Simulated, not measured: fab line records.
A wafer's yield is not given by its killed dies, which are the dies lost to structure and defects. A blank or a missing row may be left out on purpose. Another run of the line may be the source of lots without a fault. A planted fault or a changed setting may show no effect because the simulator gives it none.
fab line records	flow sky130
[record] lots = 6	wafers = 18	last_day = 50
route steps=708 shown LDD_LDN@291 SPACER@304 PAD_OPEN@708
lots with no fault: from the same line, run without faults
start_h: hours from the record's opening day to when the first of the lot's shown wafers began	wait_h: hours from the lot's prior step to this one	" identical to the entry in the row above	L1.1+2: one row covering several wafers at once	- no value, or no start was given	* or withheld: withheld	< > ~ a bound
route shown NAME@n: a module of which the file shows steps, and the number in the route of the first	usual: mean/standard deviation of fault-free wafers	same: alike in all rows	chamber/n: place in a boat	sites: the reading at each site	_std_site: standard deviation of those values	_edge_site: mean of outer sites minus mean of inner sites	radius_mm: how far each site lies from the wafer's centre	mask NAME#n: copy n	behind: the tool/chamber that last shaped the wafer	hold: why the lot went on hold/how many hours it stayed there/how the hold came to an end	device: which transistor (n, p or np) failed to switch	end of line: the same wafers' tests at the end of the route	step lacking rows: just its recipe	killed: dies lost to structure and defects at the first sort, not the wafer's yield	map: a wafer's dies, x killed, . not, _ none there
set.NAME: the setting that was run; set.NAME@STEP: the one run at that earlier step	model.NAME: the simulator's own value behind a step, which no gauge read
lots at some steps of the route; a table a step, a row a wafer
services: a tool's chamber out of use, with start hour (start_h, from the record's first day; less than 0 if before it), hours out, and reason
[[steps]]
[step SKY_LDD_LDN_COAT_02]
[recipe] resist = NOVOLAK	spin_rpm = 3000	resist_thk_nm = 1140
[step SKY_LDD_LDN_SOFTBAKE_03]
[recipe] temp_c = 90	time_s = 60	resist = NOVOLAK
[step SKY_LDD_LDN_EXPOSE_04]
[recipe] mask_id = LDNTM	na = 0.6	source_shape = conventional	sigma_outer = 0.6	polarization = unpolarized	target_cd_nm = 700	dose_mj = 140
[step SKY_LDD_LDN_PEB_05]
[recipe] temp_c = withheld	time_s = *	resist = NOVOLAK
[step SKY_LDD_LDN_DEVELOP_06]
[recipe] resist = NOVOLAK	developer = TMAH	develop_time_s = 60	dev_temp_c = 23
[step SKY_LDD_LDN_OVL_MEAS_07]
[usual] LDD_LDN_OVL = 0.5/1.4
lot.wafer	tool	chamber	start_h	wait_h	LDD_LDN_OVL[nm]
L854.2	overlay-02	-	514.04	0.1	0.9
L854.3	"	-	"	"	-0.4
L854.5	"	-	"	"	-1.4
L861.1	overlay-02	-	584.78	0.1	-0.3
L861.2	"	-	"	"	-0.1
L861.6	"	-	"	"	0.3
L869.2	overlay-01	-	655.17	0.1	-2.8
L869.4	"	-	"	"	0.6
L869.5	"	-	"	"	0.8
L870.3	overlay-01	-	677.19	0.1	0.4
L870.4	"	-	"	"	1.0
L870.6	"	-	"	"	1.5
L871.2	overlay-02	-	699.12	0.1	2.3
L871.4	"	-	"	"	1.2
L871.5	"	-	"	"	3.7
L873.2	overlay-01	-	700.02	0.1	-0.2
L873.3	"	-	"	"	-0.8
L873.5	"	-	"	"	-0.7
[step SKY_LDD_LDN_IMPLANT_08]
[recipe] species = As	energy_kev = 15	dose_cm2 = 1.25e+13	tilt_deg = withheld	rotation_deg = 23
[step SKY_LDD_LDN_IMPLANT_09]
[recipe] species = As	energy_kev = 15	dose_cm2 = 1.25e+13	tilt_deg = withheld	rotation_deg = 113
[step SKY_LDD_LDN_IMPLANT_10]
[recipe] species = As	energy_kev = 15.08	dose_cm2 = 1.25e+13	tilt_deg = withheld	rotation_deg = 203
[step SKY_LDD_LDN_IMPLANT_11]
[recipe] species = As	energy_kev = 15	dose_cm2 = 1.25e+13	tilt_deg = withheld	rotation_deg = 293
[step SKY_LDD_LDN_STRIP_12]
[recipe] chemistry = O2/N2	power_w = 1400	pressure_mtorr = 1500	platen_temp_c = withheld	o2_flow_sccm = 3000	n2_flow_sccm = 300	overash_fraction = 0.5
[usual] drypump_motor_current_A = 5.7/0.39	oes_product_au = 0.716/0.0045	strip_time_to_endpoint_s = 14.19/0.043
lot.wafer	tool	chamber	start_h	wait_h	drypump_motor_current_A	oes_product_au	rf_hours_counter_h	strip_time_to_endpoint_s
L854.2	plasma_asher-02	0	514.67	0.1	6.0	0.722	39	14.18
L854.3	"	1	"	"	6.0	0.716	-	14.15
L854.5	"	1	"	"	6.0	0.713	-	14.17
L861.1	plasma_asher-02	1	585.42	0.1	6.0	0.716	46	14.17
L861.2	"	0	"	"	6.0	0.718	46	14.19
L861.6	"	0	"	"	6.0	0.719	-	14.18
L869.2	plasma_asher-04	1	655.80	0.1	5.3	0.722	22	14.26
L869.4	"	1	"	"	5.3	0.720	-	14.27
L869.5	"	1	"	"	5.3	0.723	-	14.28
L870.3	plasma_asher-04	0	677.85	0.1	5.5	0.718	-	14.14
L870.4	"	1	"	"	5.3	0.709	-	14.16
L870.6	"	0	"	"	5.5	0.719	-	14.19
L871.2	plasma_asher-01	0	699.75	0.1	5.6	0.713	99	14.11
L871.4	"	0	"	"	5.6	0.720	-	14.13
L871.5	"	0	"	"	5.6	0.718	-	14.08
L873.2	plasma_asher-01	0	700.65	0.1	5.6	0.721	99	14.19
L873.3	"	1	"	"	4.9	0.719	-	14.18
L873.5	"	1	"	"	4.9	0.717	-	14.21
[step SKY_LDD_LDN_TW_MEAS_13]
[usual] LDD_LDN_TW = 1481/21
lot.wafer	tool	chamber	start_h	wait_h	LDD_LDN_TW
L854.2	film_metro-03	-	514.78	0.1	1463
L854.3	"	-	"	"	1464
L854.5	"	-	"	"	1471
L861.1	film_metro-03	-	585.52	0.1	1465
L861.2	"	-	"	"	1460
L861.6	"	-	"	"	1457
L869.2	film_metro-03	-	655.91	0.1	1463
L869.4	"	-	"	"	1462
L869.5	"	-	"	"	1454
L870.3	film_metro-03	-	677.94	0.1	1445
L870.4	"	-	"	"	1447
L870.6	"	-	"	"	1450
L871.2	film_metro-03	-	699.86	0.1	1467
L871.4	"	-	"	"	1461
L871.5	"	-	"	"	1456
L873.2	film_metro-02	-	700.76	0.1	1513
L873.3	"	-	"	"	1510
L873.5	"	-	"	"	1498
[step SKY_LDD_LDN_CLEAN_14]
[recipe] chemistry = SC1/SC2	mix = 1:4:20	temp_c = 70	time_s = 150	dry = n2_spin
[usual] bath_guard_temp_C = 70.0/0.41	bath_heat_duty_pct = 14.3/1.4
lot.wafer	tool	chamber	start_h	wait_h	bath_guard_temp_C	bath_heat_duty_pct
L854.2	wet_bench-01	0	514.83	0.0	69.6	13.7
L854.3	"	0	"	"	69.8	14.0
L854.5	"	0	"	"	69.8	14.6
L861.1	wet_bench-02	1	585.58	0.1	70.3	15.3
L861.2	"	1	"	"	70.5	14.7
L861.6	"	1	"	"	70.1	15.4
L869.2	wet_bench-01	0	655.96	0.0	70.0	13.8
L869.4	"	0	"	"	69.9	13.5
L869.5	"	0	"	"	70.2	14.2
L870.3	wet_bench-01	3	677.98	0.0	-	-
L870.4	"	3	"	"	-	-
L870.6	"	3	"	"	-	-
L871.2	wet_bench-02	0	699.91	0.0	-	-
L871.4	"	0	"	"	-	-
L871.5	"	0	"	"	-	-
L873.2	wet_bench-02	1	700.81	0.0	70.1	13.6
L873.3	"	1	"	"	70.0	16.2
L873.5	"	1	"	"	70.2	16.4
[step SKY_SPACER_CVD_00]
[recipe] material = Si3N4	precursor = DCS/NH3	target_thk_nm = 43.1	temp_c = 770	time_s = 740	pressure_mtorr = 250
[step SKY_PAD_OPEN_PROBE_99]
[usual] killed_at_M0_to_M3 = 43/6.2	killed_at_M4_up = 2.8/1.7	killed_at_contacts = 24/4.8	killed_at_front_end = 15/4.3	killed_at_other = 0.3/0.55	killed_dies = 85/8.4	killed_open = 46/6.7	killed_short = 38/6.2
[same] gross_dies = 492	killed_at_back_side = 0
lot.wafer	tool	chamber	start_h	wait_h	killed_at_M0_to_M3	killed_at_M4_up	killed_at_contacts	killed_at_front_end	killed_at_other	killed_dies	killed_open	killed_short	model.etest.diode_nwell_sub.leak_log10_a_cm2	model.etest.diode_dnwell_sub.leak_log10_a_cm2	model.etest.diode_pwell_dnwell.leak_log10_a_cm2	model.etest.diode_pdiff_nwell_hv.leak_log10_a_cm2	model.etest.diode_pdiff_nwell.leak_log10_a_cm2	model.etest.diode_ndiff_pwell.leak_log10_a_cm2	model.etest.nfet_16v.off_log10_a_um	model.etest.pfet_16v.off_log10_a_um
L854.2	prober-01	-	1067.50	0.1	49	2	27	13	0	91	50	41	-7.086	-7.177	-7.766	-6.645	-7.297	-7.156	-13.91	-13.9
L854.3	prober-01	-	1067.55	0.2	40	1	20	11	0	72	44	28	-7.12	-7.287	-7.535	-6.541	-7.317	-7.559	-13.84	-13.99
L854.5	prober-01	-	1067.65	0.2	45	3	22	23	0	93	55	38	-7.201	-7.288	-7.87	-6.615	-7.082	-7.196	-13.89	-13.97
L861.1	prober-02	-	1113.63	0.1	46	3	17	14	0	80	49	31	-7.611	-7.422	-7.54	-6.609	-7.376	-7.197	-13.77	-13.92
L861.2	prober-02	-	1113.68	0.1	39	2	24	12	1	78	50	27	-7.257	-7.31	-7.59	-6.675	-7.159	-7.415	-13.76	-13.98
L861.6	prober-02	-	1113.88	0.2	42	4	20	7	0	73	37	35	-7.074	-7.505	-7.666	-6.695	-7.191	-7.479	-13.98	-13.86
L869.2	prober-02	-	1156.50	0.1	50	1	28	16	1	96	54	42	-7.167	-7.231	-7.421	-6.688	-6.913	-7.395	-13.71	-13.97
L869.4	prober-02	-	1156.60	0.2	37	5	18	14	0	74	42	30	-7.097	-7.279	-7.463	-6.543	-6.888	-7.351	-13.8	-13.91
L869.5	prober-02	-	1156.65	0.2	35	2	20	16	0	73	43	30	-7.49	-7.314	-7.407	-6.505	-7.238	-7.348	-13.89	-13.83
L870.3	prober-01	-	1171.99	0.2	50	1	30	23	0	104	56	48	-6.718	-6.808	-6.844	-6.339	-7.001	-7.22	-13.71	-13.74
L870.4	prober-01	-	1172.04	0.2	42	2	21	19	0	84	50	34	-6.399	-6.803	-6.962	-6.502	-7.307	-7.154	-13.58	-13.71
L870.6	prober-01	-	1172.14	0.2	45	3	26	11	1	86	39	46	-6.754	-6.597	-7.004	-6.593	-7.027	-7.48	-13.74	-13.76
L871.2	prober-02	-	1190.58	0.1	53	2	28	13	1	97	50	47	-6.637	-6.806	-6.908	-6.553	-7.174	-7.027	-13.67	-13.64
L871.4	prober-02	-	1190.68	0.2	48	7	25	22	1	103	46	57	-6.665	-6.604	-7.016	-6.333	-6.743	-6.924	-13.65	-13.75
L871.5	prober-02	-	1190.73	0.2	39	3	22	29	1	94	55	38	-6.648	-6.732	-6.957	-6.4	-6.92	-6.997	-13.64	-13.76
L873.2	prober-01	-	1193.64	0.1	47	1	30	23	0	101	52	49	-7.415	-7.345	-7.447	-6.638	-7.143	-7.405	-13.76	-13.86
L873.3	prober-01	-	1193.69	0.2	37	2	18	15	0	72	38	30	-7.325	-7.364	-7.502	-6.521	-7.261	-7.274	-13.85	-13.8
L873.5	prober-01	-	1193.79	0.2	38	0	19	18	0	75	44	30	-7.251	-7.59	-7.47	-6.513	-7.009	-7.395	-13.75	-13.92
// killed by level:class
L854.2 VIA1:geometric_particle:open=13 CONTACT:geometric_particle:open=10 VIA1:geometric_particle:short=9 VIA3:geometric_particle:open=9 CONTACT:geometric_particle:short=7 FIELD_ISO:geometric_particle:short=4 VIA2:geometric_particle:open=4 LI_CONTACT:geometric_particle:open=4
L854.3 VIA1:geometric_particle:open=13 CONTACT:geometric_particle:open=8 VIA2:geometric_particle:open=5 FIELD_ISO:geometric_particle:open=4 LI_CONTACT:geometric_particle:open=4 METAL3:geometric_particle:short=4 CONTACT:geometric_particle:short=4 METAL2:geometric_particle:short=4
L854.5 VIA1:geometric_particle:open=9 VIA3:geometric_particle:open=8 LI_CONTACT:geometric_particle:open=7 CONTACT:geometric_particle:open=7 VIA2:geometric_particle:open=7 FIELD_ISO:geometric_particle:short=6 POLY_GATE:geometric_particle:open=6 METAL2:geometric_particle:short=6
L861.1 VIA1:geometric_particle:open=18 VIA2:geometric_particle:open=8 METAL1:geometric_particle:short=7 LI_CONTACT:geometric_particle:open=5 CONTACT:geometric_particle:open=5 POLY_GATE:geometric_particle:open=4 POLY_GATE:geometric_particle:short=4 METAL2:geometric_particle:short=4
L861.2 VIA1:geometric_particle:open=12 LOCAL_INTERCONNECT:geometric_particle:short=7 VIA3:geometric_particle:open=7 CONTACT:geometric_particle:open=6 VIA2:geometric_particle:open=6 POLY_GATE:geometric_particle:open=4 CONTACT:geometric_particle:short=4 METAL2:geometric_particle:short=4
L861.6 CONTACT:geometric_particle:open=10 VIA1:geometric_particle:open=9 VIA1:geometric_particle:short=6 VIA3:geometric_particle:open=6 METAL1:geometric_particle:short=5 LI_CONTACT:geometric_particle:open=4 VIA3:geometric_particle:short=4 METAL2:geometric_particle:short=3
L869.2 VIA1:geometric_particle:open=10 METAL2:geometric_particle:short=10 LI_CONTACT:geometric_particle:open=9 CONTACT:geometric_particle:open=8 VIA2:geometric_particle:open=6 VIA3:geometric_particle:open=6 CONTACT:geometric_particle:short=5 VIA1:geometric_particle:short=5
L869.4 VIA1:geometric_particle:open=11 CONTACT:geometric_particle:open=10 VIA3:geometric_particle:open=8 VIA1:geometric_particle:short=6 METAL2:geometric_particle:short=6 FIELD_ISO:geometric_particle:open=4 FIELD_ISO:geometric_particle:short=4 LI_CONTACT:geometric_particle:short=3
L869.5 CONTACT:geometric_particle:open=11 VIA1:geometric_particle:open=9 FIELD_ISO:geometric_particle:open=7 VIA1:geometric_particle:short=7 VIA2:geometric_particle:open=5 METAL1:geometric_particle:short=5 LI_CONTACT:geometric_particle:open=4 FIELD_ISO:geometric_particle:short=3
L870.3 VIA1:geometric_particle:open=11 METAL2:geometric_particle:short=10 CONTACT:geometric_particle:open=8 LI_CONTACT:geometric_particle:open=7 POLY_GATE:geometric_particle:open=6 CONTACT:geometric_particle:short=6 SPACER:geometric_particle:open=5 LI_CONTACT:geometric_particle:short=5
L870.4 VIA3:geometric_particle:open=11 VIA1:geometric_particle:open=9 LI_CONTACT:geometric_particle:open=8 METAL2:geometric_particle:short=8 CONTACT:geometric_particle:open=5 FIELD_ISO:geometric_particle:short=4 POLY_GATE:geometric_particle:open=4 SPACER:geometric_particle:open=4
L870.6 VIA1:geometric_particle:open=10 LI_CONTACT:geometric_particle:open=7 LOCAL_INTERCONNECT:geometric_particle:short=6 VIA2:geometric_particle:open=6 VIA2:geometric_particle:short=6 VIA1:geometric_particle:short=5 CONTACT:geometric_particle:short=5 METAL2:geometric_particle:short=5
L871.2 VIA1:geometric_particle:open=12 CONTACT:geometric_particle:open=11 METAL1:geometric_particle:short=8 VIA3:geometric_particle:open=8 CONTACT:geometric_particle:short=6 LI_CONTACT:geometric_particle:open=6 SPACER:geometric_particle:short=5 METAL3:geometric_particle:short=5
L871.4 CONTACT:geometric_particle:open=9 SPACER:geometric_particle:short=8 METAL1:geometric_particle:short=8 VIA1:geometric_particle:open=8 CONTACT:geometric_particle:short=6 VIA1:geometric_particle:short=6 VIA3:geometric_particle:open=6 LI_CONTACT:geometric_particle:open=5
L871.5 SPACER:geometric_particle:open=11 LI_CONTACT:geometric_particle:open=9 VIA3:geometric_particle:open=9 VIA1:geometric_particle:open=7 FIELD_ISO:geometric_particle:short=5 POLY_GATE:geometric_particle:short=5 CONTACT:geometric_particle:open=5 METAL2:geometric_particle:short=4
L873.2 LI_CONTACT:geometric_particle:open=10 VIA3:geometric_particle:open=10 VIA1:geometric_particle:open=8 FIELD_ISO:geometric_particle:open=6 CONTACT:geometric_particle:open=6 METAL1:geometric_particle:short=6 METAL3:geometric_particle:short=6 LI_CONTACT:geometric_particle:short=5
L873.3 VIA1:geometric_particle:open=9 POLY_GATE:geometric_particle:open=6 CONTACT:geometric_particle:open=6 METAL1:geometric_particle:short=6 VIA3:geometric_particle:open=5 LI_CONTACT:geometric_particle:open=4 VIA2:geometric_particle:short=4 VIA2:geometric_particle:open=4
L873.5 VIA3:geometric_particle:open=9 VIA1:geometric_particle:open=8 LI_CONTACT:geometric_particle:open=6 CONTACT:geometric_particle:open=5 METAL1:geometric_particle:short=5 VIA2:geometric_particle:open=5 FIELD_ISO:geometric_particle:open=4 SPACER:geometric_particle:short=4
[[services]]
tool	chamber	start_h	hours	kind
plasma_asher-02	-	493.98	0.4	repair
plasma_asher-04	-	548.52	2.8	pm
plasma_asher-04	-	559.69	0.7	repair
plasma_asher-01	-	565.99	4.1	repair
plasma_asher-01	-	619.54	17.0	repair
plasma_asher-02	-	638.71	1.4	repair
plasma_asher-01	-	671.62	9.3	pm
[[key]]
[first_sign] step = SKY_LDD_LDN_CLEAN_14	reading = tool_record	direction = missing
effect none on later readings
[model_effect] step = SKY_PAD_OPEN_PROBE_99	value = etest.diode_nwell_sub.leak_log10_a_cm2	without = -7.266	struck = -6.637
met_at SKY_LDD_LDN_CLEAN_14
struck_wafers L870.3,L870.4,L870.6,L871.2,L871.4,L871.5
tester_left_out L870,L871
onset_between 655.96 677.98
[fault] kind = skipped_step_whole	tool = wet_bench-01,wet_bench-02	chamber = -	onset_h = 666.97	steps = SKY_LDD_LDN_CLEAN_14	scope = struck_lots_only
// tester_left_out: of these lots the tester's yield and bins aren't shown, on N5 and GAA mostly nor the transistor test; their killed dies are dies lost to structure and defects alone, not to doping, threshold or leakage, so they don't give the yield
